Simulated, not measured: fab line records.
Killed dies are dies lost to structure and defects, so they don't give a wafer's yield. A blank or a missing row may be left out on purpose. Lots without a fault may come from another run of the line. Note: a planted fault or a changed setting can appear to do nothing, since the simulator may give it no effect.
Matching of chambers    flow sfq_line    cmp-01 running SFQ_TRILAYER_I6_CMP_CMP_166: 4 sister chambers
The step polishes SiO2. 7 wafers are shown with their chamber, then 8 later ones without.

## WAFERS, EACH WITH ITS CHAMBER
wafer   chamber  motor_current_A (A)  time_to_endpoint_s (s)
L102.5  0        12.0                 226
L104.3  0        11.9                 214
L108.5  3        10.1                 224
L109.4  1        9.5                  209
L109.2  3        9.7                  206
L109.6  2        8.4                  208
L110.3  1        9.5                  206

## WAFERS MISSING THEIR CHAMBER
wafer   motor_current_A (A)  time_to_endpoint_s (s)
L110.4  8.4                  216
L110.6  9.2                  212
L112.1  8.4                  212
L112.5  8.2                  217
L112.6  9.8                  221
L114.3  9.3                  216
L114.2  11.7                 218
L114.5  8.5                  219

## WHICH CHAMBER EACH WENT THROUGH
wafer   from the rows above      in truth
L110.4  2                        2
L110.6  1                        1
L112.1  2                        2
L112.5  2                        2
L112.6  can't be placed: 3 or 1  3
L114.3  1                        1
L114.2  0                        0
L114.5  2                        2
Correctly placed: 7 of 8. These rows do not allow placing 1 (true chamber among the candidates in 1). 0 placed wrongly.
How it was worked out, from the rows above alone: a wafer's distance from a chamber is the root of the sum, over the readings, of the square of ((its reading less the chamber's mean) divided by the reading's scatter). If the next closest chamber is less than 2 further off than the closest, the wafer can't be placed; otherwise it belongs to the closest. Each chamber's mean is taken over the wafers shown for it. The scatter is the square root of a quotient: the sum, over the shown wafers, of each reading's squared deviation from its chamber's mean, divided by wafers minus chambers.
